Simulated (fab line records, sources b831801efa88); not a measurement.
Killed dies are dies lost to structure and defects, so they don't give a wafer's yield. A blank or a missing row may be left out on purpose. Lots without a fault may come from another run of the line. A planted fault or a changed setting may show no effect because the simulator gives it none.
fab line records | flow sky130 | part 1 of 2: steps 1 to 27 of 39
record lots=5 wafers=15 last_day=50
route steps=708 shown FIELD_ISO@16 NWELL@32 DNWELL@35 PWDE@45
lots that met no fault: from a run of the same line without faults
start_h: hours from the record's first day to the start of the lot's first wafer shown | wait_h: hours since the lot's step before | " the same as in the row above | L1.1+2: a row that stands for several wafers | - no value, or no start given | * or withheld: withheld | < > ~ a bound
route shown NAME@n: a module of which the file shows steps, and the number in the route of the first | usual: mean/standard deviation of fault-free wafers | same: alike in all rows | chamber/n: place in a boat | sites: the reading at each site | _std_site: their standard deviation | _edge_site: outer sites' mean less inner sites' | radius_mm: how far each site lies from the wafer's centre | mask NAME#n: copy n | behind: the tool/chamber that last shaped the wafer | hold: why the lot was held/for how many hours/how that ended | device: the transistor (n, p or np) that didn't switch | end of line: the same wafers' tests at the end of the route | a step without rows: its recipe alone | killed: dies lost to structure and defects at the first sort, not the wafer's yield | map: a wafer's dies, x killed, . not, _ none there
set.NAME: the setting as run; set.NAME@STEP: as run at that earlier step | model.NAME: the simulator's own value behind a step, which no gauge read
lots at some steps of the route; a table a step, a row a wafer
services: from which hour (start_h, from the record's first day; less than 0 if before it) a tool's chamber was out of use, for how many hours, and why
## steps
# step SKY_FIELD_ISO_ETCH_15
# recipe chemistry=CHF3/O2 target_depth_nm=180 stop_on=Si source_w=600 bias_w=200 pressure_mtorr=40 chf3_flow_sccm=50 O2_flow_sccm=5 time_s=72
# usual drypump_motor_current_A=5.9/0.49 oes_product_au=0.951/0.006 throttle_valve_pct=8.844/0.0085
# columns lot.wafer tool chamber start_h wait_h drypump_motor_current_A oes_product_au rf_hours_counter_h throttle_valve_pct
L076.2 rie_diel-01 3 39.67 0.0 5.5 0.944 1 8.835
L076.3 " 0 " " 4.9 0.943 2 8.854
L076.4 " 2 " " 6.5 0.949 6 8.841
L081.2 rie_diel-01 2 67.75 0.0 6.4 0.947 7 8.839
L081.3 " 1 " " 6.2 0.952 81 8.859
L081.4 " 3 " " 5.5 0.954 2 8.854
L084.2 rie_diel-03 0 83.42 0.0 5.9 0.945 89 8.856
L084.4 " 3 " " 5.4 0.948 0 8.843
L084.6 " 0 " " 5.9 0.946 - 8.844
L088.4 rie_diel-03 1 105.32 0.0 5.8 0.953 7 8.843
L088.5 " 0 " " 5.9 0.954 - 8.843
L088.6 " 3 " " 5.4 0.948 - 8.852
L094.1 rie_diel-01 2 135.62 0.0 6.5 0.955 8 8.845
L094.2 " 3 " " 5.5 0.943 3 8.820
L094.3 " 1 " " 6.2 0.941 82 8.852
# step SKY_FIELD_ISO_STRIP_16
# recipe chemistry=O2/N2 power_w=1400 pressure_mtorr=1500 platen_temp_c=withheld o2_flow_sccm=3000 n2_flow_sccm=300 overash_fraction=0.5
# usual drypump_motor_current_A=6.2/0.35 oes_product_au=0.378/0.0051 strip_time_to_endpoint_s=3.557/0.023
# columns lot.wafer tool chamber start_h wait_h drypump_motor_current_A oes_product_au rf_hours_counter_h strip_time_to_endpoint_s
L076.2 plasma_asher-04 1 39.73 0.0 6.0 0.385 38 3.569
L076.3 " 1 " " 6.0 0.376 - 3.597
L076.4 " 0 " " 5.5 0.384 - 3.534
L081.2 plasma_asher-03 1 67.81 0.0 6.4 0.377 34 3.520
L081.3 " 0 " " 6.0 0.378 - 3.568
L081.4 " 1 " " 6.4 0.378 - 3.560
L084.2 plasma_asher-04 0 83.48 0.0 5.6 0.379 41 3.556
L084.4 " 0 " " 5.6 0.380 - 3.627
L084.6 " 0 " " 5.6 0.383 - 3.560
L088.4 plasma_asher-02 1 105.41 0.1 6.4 0.373 - 3.555
L088.5 " 1 " " 6.5 0.381 - 3.541
L088.6 " 0 " " 6.6 0.373 - 3.575
L094.1 plasma_asher-02 1 135.68 0.0 6.5 0.375 47 3.531
L094.2 " 0 " " 6.6 0.371 47 3.522
L094.3 " 1 " " 6.4 0.377 - 3.543
# step SKY_FIELD_ISO_ETCH_17
# recipe target_depth_a=3420 mask_material=Si3N4 chemistry=HBr/Cl2/O2 target=Si taper_deg=5 icp_w=600 bias_w=150 pressure_mtorr=15 HBr_flow_sccm=150 Cl2_flow_sccm=40 O2_flow_sccm=6 time_s=97.7
# usual HBr_flow_sccm=150.0/0.47 drypump_motor_current_A=5.77/0.23 oes_product_au=0.998/0.0077 throttle_valve_pct=25.658/0.011
# columns lot.wafer tool chamber start_h wait_h HBr_flow_sccm drypump_motor_current_A oes_product_au rf_hours_counter_h throttle_valve_pct
L076.2 rie_si-02 3 39.83 0.1 149.5 5.44 0.999 153 25.644
L076.3 " 1 " " 150.4 5.76 1.004 18 25.665
L076.4 " 2 " " 149.3 5.40 1.002 75 25.654
L081.2 rie_si-01 2 67.91 0.1 149.7 5.72 0.988 46 25.649
L081.3 " 1 " " 149.0 5.89 1.000 128 25.641
L081.4 " 3 " " 150.8 6.13 1.004 2 25.650
L084.2 rie_si-01 3 83.58 0.1 149.6 6.15 0.998 2 25.667
L084.4 " 2 " " 150.7 5.76 0.991 46 25.657
L084.6 " 0 " " 150.0 5.96 0.996 - 25.668
L088.4 rie_si-01 1 105.48 0.0 150.2 5.93 0.993 128 25.648
L088.5 " 0 " " 150.5 5.95 0.982 - 25.657
L088.6 " 1 " " 150.3 5.93 0.994 - 25.664
L094.1 rie_si-02 3 135.78 0.1 151.4 5.46 0.995 0 25.653
L094.2 " 2 " " 149.3 5.42 1.004 75 25.640
L094.3 " 1 " " 150.7 5.74 1.011 19 25.647
# step SKY_FIELD_ISO_WET_ETCH_18
# recipe chemistry=H3PO4 target_depth_nm=25 temp_c=160 target=Si3N4 time_s=286
# usual temp_c=160.00/0.16
# columns lot.wafer tool chamber start_h wait_h temp_c
L076.2 wet_bench-04 0 39.90 0.0 159.83
L076.3 " 0 " " 160.11
L076.4 " 0 " " 159.93
L081.2 wet_bench-02 3 67.98 0.0 159.93
L081.3 " 3 " " 160.06
L081.4 " 3 " " 160.05
L084.2 wet_bench-02 2 83.65 0.0 159.90
L084.4 " 2 " " 159.56
L084.6 " 2 " " 159.70
L088.4 wet_bench-04 2 105.55 0.0 160.03
L088.5 " 2 " " 160.29
L088.6 " 2 " " 160.20
L094.1 wet_bench-03 1 135.85 0.0 159.67
L094.2 " 1 " " 159.77
L094.3 " 1 " " 159.95
# step SKY_FIELD_ISO_CLEAN_19
# recipe chemistry=SC1/SC2 mix=1:4:20 temp_c=70 time_s=150
# usual temp_c=70.01/0.12
# columns lot.wafer tool chamber start_h wait_h temp_c
L076.2 wet_bench-03 3 39.99 0.0 70.04
L076.3 " 3 " " 70.02
L076.4 " 3 " " 69.75
L081.2 wet_bench-03 3 68.06 0.0 69.99
L081.3 " 3 " " 69.89
L081.4 " 3 " " 70.02
L084.2 wet_bench-03 1 83.86 0.0 70.02
L084.4 " 1 " " 69.95
L084.6 " 1 " " 70.01
L088.4 wet_bench-03 1 105.64 0.0 70.15
L088.5 " 1 " " 70.01
L088.6 " 1 " " 69.93
L094.1 wet_bench-02 2 135.94 0.0 69.92
L094.2 " 2 " " 69.93
L094.3 " 2 " " 69.99
# step SKY_FIELD_ISO_CLEAN_20
# recipe chemistry=dHF time_s=20 dilution=100:1
# columns lot.wafer tool chamber start_h wait_h
L076.2+3+4 wet_bench-02 1 40.04 0.0
L081.2+3+4 wet_bench-04 0 68.12 0.0
L084.2+4+6 wet_bench-04 3 83.92 0.0
L088.4+5+6 wet_bench-02 1 105.69 0.0
L094.1+2+3 wet_bench-02 2 135.99 0.0
# step SKY_FIELD_ISO_WET_ETCH_21
# recipe chemistry=dHF dilution=100:1 target_depth_nm=20 dry=ipa_marangoni target=SiO2 temp_c=25 time_s=400
# usual temp_c=25.00/0.096
# columns lot.wafer tool chamber start_h wait_h temp_c
L076.2 wet_bench-04 3 40.05 0.0 25.08
L076.3 " 3 " " 25.21
L076.4 " 3 " " 24.99
L081.2 wet_bench-02 3 68.14 0.0 25.21
L081.3 " 3 " " 25.21
L081.4 " 3 " " 25.18
L084.2 wet_bench-02 3 83.93 0.0 25.01
L084.4 " 3 " " 25.03
L084.6 " 3 " " 24.94
L088.4 wet_bench-04 3 105.70 0.0 25.00
L088.5 " 3 " " 24.95
L088.6 " 3 " " 24.82
L094.1 wet_bench-02 1 136.01 0.0 25.08
L094.2 " 1 " " 25.00
L094.3 " 1 " " 24.98
# step SKY_FIELD_ISO_OXIDATION_22
# recipe temp_c=950 ambient=O2 stabilise_s=600 purge_s=300 target_thk_a=100 ox_time_s=623
# usual tube_center_temp_C_max=952.4/0.36
# same ox_time_s=623
# columns lot.wafer tool chamber start_h wait_h tube_center_temp_C_max
L076.2 furnace-02 0 41.04 0.9 952.2
L076.3 " 0 " " 952.2
L076.4 " 0 " " 952.2
L081.2 furnace-02 0 69.20 0.9 952.8
L081.3 " 0 " " 952.5
L081.4 " 0 " " 952.9
L084.2 furnace-01 0 85.92 1.7 953.5
L084.4 " 0 " " 952.3
L084.6 " 0 " " 952.3
L088.4 furnace-02 0 106.09 0.3 952.7
L088.5 " 0 " " 952.0
L088.6 " 0 " " 952.1
L094.1 furnace-01 0 137.66 1.5 952.6
L094.2 " 0 " " 952.1
L094.3 " 0 " " 952.5
# step SKY_FIELD_ISO_THK_MEAS_23
# recipe reads=SiO2_of_FIELD_ISO_OXIDATION_22
# usual FIELD_ISO_OXIDATION_01_THK=9.91/0.18
# columns lot.wafer tool chamber start_h wait_h FIELD_ISO_OXIDATION_01_THK[nm]
L076.2 film_metro-04 - 42.23 0.0 9.86
L076.3 " - " " 9.83
L076.4 " - " " 9.73
L081.2 film_metro-03 - 70.38 0.0 9.78
L081.3 " - " " 9.80
L081.4 " - " " 9.82
L084.2 film_metro-03 - 87.11 0.0 9.72
L084.4 " - " " 9.73
L084.6 " - " " 9.92
L088.4 film_metro-01 - 107.29 0.0 9.85
L088.5 " - " " 9.86
L088.6 " - " " 9.93
L094.1 film_metro-04 - 138.83 0.0 10.07
L094.2 " - " " 10.00
L094.3 " - " " 9.94
# step SKY_FIELD_ISO_CVD_24
# recipe material=SiO2 target_thk_nm=595 temp_c=650 sigma_open_frac=0.3 time_s=99.2 sih4_flow_sccm=60 pressure_mtorr=6
# columns lot.wafer tool chamber start_h wait_h
L076.2+3+4 hdpcvd-01 0,1,1 42.28 0.0
L081.2+3+4 hdpcvd-01 2,1,2 70.43 0.0
L084.2+4+6 hdpcvd-01 2,1,2 87.16 0.0
L088.4+5+6 hdpcvd-02 0,1,2 107.36 0.1
L094.1+2+3 hdpcvd-01 2,1,0 138.89 0.1
# step SKY_FIELD_ISO_THK_MEAS_25
# recipe reads=SiO2_of_FIELD_ISO_CVD_24
# usual FIELD_ISO_CVD_24_THK=593/5.2
# columns lot.wafer tool chamber start_h wait_h FIELD_ISO_CVD_24_THK[nm]
L076.2 film_metro-01 - 42.36 0.0 588
L076.3 " - " " 590
L076.4 " - " " 593
L081.2 film_metro-01 - 70.52 0.0 593
L081.3 " - " " 594
L081.4 " - " " 600
L084.2 film_metro-04 - 87.24 0.0 598
L084.4 " - " " 600
L084.6 " - " " 601
L088.4 film_metro-04 - 107.42 0.0 591
L088.5 " - " " 585
L088.6 " - " " 589
L094.1 film_metro-03 - 138.96 0.0 596
L094.2 " - " " 578
L094.3 " - " " 589
# step SKY_FIELD_ISO_ANNEAL_26
# recipe temp_c=1000 time_s=1800 ambient=N2
# usual tube_center_temp_C_max=1002.6/0.41
# columns lot.wafer tool chamber start_h wait_h tube_center_temp_C_max
L076.2 furnace-02 0 42.41 0.0 1002.9
L076.3 " 0 " " 1002.3
L076.4 " 0 " " 1002.2
L081.2 furnace-01 0 71.41 0.9 1002.8
L081.3 " 0 " " 1001.8
L081.4 " 0 " " 1002.9
L084.2 furnace-01 0 89.95 2.7 1002.2
L084.4 " 0 " " 1002.6
L084.6 " 0 " " 1003.4
L088.4 furnace-01 0 107.45 0.0 1003.8
L088.5 " 0 " " 1002.4
L088.6 " 0 " " 1002.4
L094.1 furnace-01 0 140.01 1.0 1002.5
L094.2 " 0 " " 1002.4
L094.3 " 0 " " 1002.7
# step SKY_FIELD_ISO_CMP_27
# recipe stop_on=Si3N4 t_overpolish_s=16 down_force_psi=4 platen_rpm=60 target_thk_nm=457.8 pad_velocity_m_s=0.94248
# usual motor_current_A=12.0/1.5 overpolish_run_s=16.000/0.0092 time_to_endpoint_s=112/4.2
# columns lot.wafer tool chamber start_h wait_h motor_current_A overpolish_run_s time_to_endpoint_s
L076.2 cmp-01 3 43.91 0.0 12.6 15.996 106
L076.3 " 0 " " 10.7 15.998 115
L076.4 " 1 " " 10.8 15.995 114
L081.2 cmp-01 1 72.91 0.0 10.5 15.992 112
L081.4 " 2 " " 14.1 15.991 114
L081.3 " 3 " " 12.1 15.991 111
L084.4 cmp-01 1 91.50 0.1 10.8 15.994 108
L084.2 " 3 " " 12.4 15.994 110
L084.6 " 0 " " 11.1 16.001 118
L088.4 cmp-02 3 109.00 0.1 9.7 15.997 109
L088.5 " 2 " " 11.7 16.006 102
L088.6 " 3 " " 10.0 15.993 108
L094.2 cmp-02 1 141.51 0.0 13.5 16.006 105
L094.3 " 2 " " 11.4 15.994 105
L094.1 " 3 " " 10.3 15.996 108
# step SKY_FIELD_ISO_WET_ETCH_28
# recipe chemistry=dHF target_depth_nm=23.7 target=SiO2 dilution=10:1 temp_c=25 time_s=47
# usual temp_c=25.00/0.1
# columns lot.wafer tool chamber start_h wait_h temp_c
L076.2 wet_bench-04 0 44.21 0.2 25.13
L076.3 " 0 " " 25.04
L076.4 " 0 " " 24.99
L081.2 wet_bench-04 3 73.21 0.2 25.05
L081.3 " 3 " " 24.95
L081.4 " 3 " " 25.04
L084.2 wet_bench-04 0 91.75 0.1 24.88
L084.4 " 0 " " 24.88
L084.6 " 0 " " 24.96
L088.4 wet_bench-04 3 109.25 0.2 25.03
L088.5 " 3 " " 24.99
L088.6 " 3 " " 24.96
L094.1 wet_bench-02 2 141.81 0.1 25.15
L094.2 " 2 " " 25.14
L094.3 " 2 " " 25.01
# step SKY_FIELD_ISO_WET_ETCH_29
# recipe chemistry=H3PO4 target_depth_nm=160 target=Si3N4 temp_c=160 time_s=1825
# usual temp_c=160.00/0.14
# columns lot.wafer tool chamber start_h wait_h temp_c
L076.2 wet_bench-02 0 44.23 0.0 160.10
L076.3 " 0 " " 160.03
L076.4 " 0 " " 160.14
L081.2 wet_bench-02 0 73.52 0.3 159.91
L081.3 " 0 " " 160.23
L081.4 " 0 " " 160.08
L084.2 wet_bench-02 3 91.78 0.0 159.93
L084.4 " 3 " " 160.02
L084.6 " 3 " " 160.19
L088.4 wet_bench-02 2 109.27 0.0 160.22
L088.5 " 2 " " 160.08
L088.6 " 2 " " 160.00
L094.1 wet_bench-03 0 141.83 0.0 160.06
L094.2 " 0 " " 160.14
L094.3 " 0 " " 159.83
# step SKY_FIELD_ISO_WET_ETCH_30
# recipe chemistry=dHF target_depth_nm=25 target=SiO2 dilution=10:1 temp_c=25 time_s=50
# usual temp_c=25.01/0.1
# columns lot.wafer tool chamber start_h wait_h temp_c
L076.2 wet_bench-04 0 44.75 0.0 25.03
L076.3 " 0 " " 25.08
L076.4 " 0 " " 25.09
L081.2 wet_bench-02 3 74.04 0.0 25.01
L081.3 " 3 " " 25.00
L081.4 " 3 " " 25.16
L084.2 wet_bench-04 0 92.81 0.0 24.92
L084.4 " 0 " " 25.05
L084.6 " 0 " " 24.89
L088.4 wet_bench-04 1 109.80 0.0 24.98
L088.5 " 1 " " 25.01
L088.6 " 1 " " 25.06
L094.1 wet_bench-04 1 142.34 0.0 24.84
L094.2 " 1 " " 24.92
L094.3 " 1 " " 24.88
# step SKY_NWELL_CLEAN_00
# recipe chemistry=SC1/SC2 mix=1:4:20 temp_c=70 time_s=150 dry=n2_spin
# usual temp_c=70.00/0.11
# columns lot.wafer tool chamber start_h wait_h temp_c
L076.2 wet_bench-02 1 44.77 0.0 69.98
L076.3 " 1 " " 70.18
L076.4 " 1 " " 69.99
L081.2 wet_bench-02 2 74.06 0.0 70.05
L081.3 " 2 " " 70.19
L081.4 " 2 " " 70.05
L084.2 wet_bench-03 1 92.83 0.0 70.00
L084.4 " 1 " " 70.19
L084.6 " 1 " " 70.13
L088.4 wet_bench-04 2 109.82 0.0 70.14
L088.5 " 2 " " 70.06
L088.6 " 2 " " 70.07
L094.1 wet_bench-02 0 142.36 0.0 69.89
L094.2 " 0 " " 69.78
L094.3 " 0 " " 69.89
# step SKY_NWELL_OXIDATION_01
# recipe temp_c=900 ambient=O2 stabilise_s=600 purge_s=300 target_thk_a=100 ox_time_s=1418
# usual tube_center_temp_C_max=902.3/0.37
# same ox_time_s=1418
# columns lot.wafer tool chamber start_h wait_h tube_center_temp_C_max
L076.2 furnace-01 0 45.15 0.3 902.5
L076.3 " 0 " " 901.6
L076.4 " 0 " " 902.6
L081.2 furnace-02 0 74.53 0.4 902.2
L081.3 " 0 " " 902.1
L081.4 " 0 " " 902.0
L084.2 furnace-02 0 94.81 1.9 902.8
L084.4 " 0 " " 902.7
L084.6 " 0 " " 902.1
L088.4 furnace-02 0 110.92 1.1 902.2
L088.5 " 0 " " 902.3
L088.6 " 0 " " 902.5
L094.1 furnace-01 0 143.01 0.6 902.5
L094.2 " 0 " " 902.3
L094.3 " 0 " " 902.0
# step SKY_NWELL_THK_MEAS_02
# recipe reads=SiO2_of_NWELL_OXIDATION_01
# usual NWELL_OXIDATION_THK=9.93/0.2
# columns lot.wafer tool chamber start_h wait_h NWELL_OXIDATION_THK[nm]
L076.2 film_metro-02 - 46.55 0.0 10.01
L076.3 " - " " 10.20
L076.4 " - " " 10.19
L081.2 film_metro-04 - 75.93 0.0 9.55
L081.3 " - " " 9.96
L081.4 " - " " 9.76
L084.2 film_metro-02 - 96.22 0.0 10.07
L084.4 " - " " 9.90
L084.6 " - " " 9.92
L088.4 film_metro-02 - 112.35 0.0 9.98
L088.5 " - " " 10.18
L088.6 " - " " 9.96
L094.1 film_metro-04 - 144.40 0.0 9.98
L094.2 " - " " 9.94
L094.3 " - " " 9.82
# step SKY_DNWELL_DEHYDRATE_00
# recipe temp_c=200 time_s=60
# columns lot.wafer tool chamber start_h wait_h
L076.2+3+4 litho_track-03 0 54.45 7.9
L081.2+3+4 litho_track-01 0 83.94 8.0
L084.2+4+6 litho_track-03 0 103.65 7.4
L088.4+5+6 litho_track-02 0 120.23 7.9
L094.1+2+3 litho_track-02 0 153.46 9.0
# step SKY_DNWELL_HMDS_01
# recipe prime_time_s=60 prime_temp_c=120
# columns lot.wafer tool chamber start_h wait_h
L076.2+3+4 litho_track-03 0 54.60 0.1
L081.2+3+4 litho_track-01 0 84.09 0.1
L084.2+4+6 litho_track-03 0 103.80 0.1
L088.4+5+6 litho_track-02 0 120.38 0.1
L094.1+2+3 litho_track-02 0 153.61 0.1
# step SKY_DNWELL_COAT_02
# recipe spin_rpm=2000 resist_thk_nm=3000
# usual dispense_pressure_kPa=50.1/2.9 spin_speed_rpm=2000.0/1.3
# columns lot.wafer tool chamber start_h wait_h dispense_pressure_kPa spin_speed_rpm
L076.2 litho_track-03 0 54.75 0.1 52.9 2001.7
L076.3 " 0 " " 52.9 2001.1
L076.4 " 0 " " 52.9 2000.7
L081.2 litho_track-01 0 84.24 0.1 51.8 1998.4
L081.3 " 0 " " 51.8 1998.5
L081.4 " 0 " " 51.8 1998.9
L084.2 litho_track-03 0 103.95 0.1 52.9 2000.3
L084.4 " 0 " " 52.9 2001.4
L084.6 " 0 " " 52.9 1998.8
L088.4 litho_track-02 0 120.53 0.1 46.4 1999.4
L088.5 " 0 " " 46.4 1998.1
L088.6 " 0 " " 46.3 2000.6
L094.1 litho_track-02 0 153.76 0.1 46.4 1998.6
L094.2 " 0 " " 46.4 1999.1
L094.3 " 0 " " 46.4 1999.0
# step SKY_DNWELL_SOFTBAKE_03
# recipe temp_c=110 time_s=withheld
# columns lot.wafer tool chamber start_h wait_h
L076.2+3+4 litho_track-03 0 54.90 0.1
L081.2+3+4 litho_track-01 0 84.40 0.1
L084.2+4+6 litho_track-03 0 104.10 0.1
L088.4+5+6 litho_track-02 0 120.71 0.1
L094.1+2+3 litho_track-02 0 153.91 0.1
# step SKY_DNWELL_EXPOSE_04
# recipe mask_id=DNM na=0.57 target_cd_nm=3000 dose_mj=222
# columns lot.wafer tool chamber start_h wait_h mask
L076.2+3+4 iline_stepper-01 0 - - DNM#0
L081.2+3+4 iline_stepper-02 0 - - DNM#0
L084.2+4+6 iline_stepper-01 0 - - DNM#0
L088.4+5+6 iline_stepper-02 0 - - DNM#0
L094.1+2+3 iline_stepper-02 0 - - DNM#0
# step SKY_DNWELL_PEB_05
# recipe temp_c=115 time_s=withheld
# columns lot.wafer tool chamber start_h wait_h
L076.2+3+4 litho_track-03 0 - -
L081.2+3+4 litho_track-03 0 - -
L084.2+4+6 litho_track-03 0 - -
L088.4+5+6 litho_track-01 0 - -
L094.1+2+3 litho_track-03 0 - -
# step SKY_DNWELL_DEVELOP_06
# recipe wall_angle_deg=90 developer=TMAH develop_time_s=60 dev_temp_c=23
# columns lot.wafer tool chamber start_h wait_h
L076.2+3+4 litho_track-03 0 - -
L081.2+3+4 litho_track-03 0 - -
L084.2+4+6 litho_track-03 0 - -
L088.4+5+6 litho_track-01 0 - -
L094.1+2+3 litho_track-03 0 - -
# step SKY_DNWELL_IMPLANT_07
# recipe species=P energy_kev=withheld dose_cm2=withheld tilt_deg=withheld
# columns lot.wafer tool chamber start_h wait_h
L076.2+3+4 implanter-02 0 62.55 -
L081.2+3+4 implanter-01 0 92.65 -
L084.2+4+6 implanter-02 0 113.30 -
L088.4+5+6 implanter-02 0 130.69 -
L094.1+2+3 implanter-03 0 164.12 -
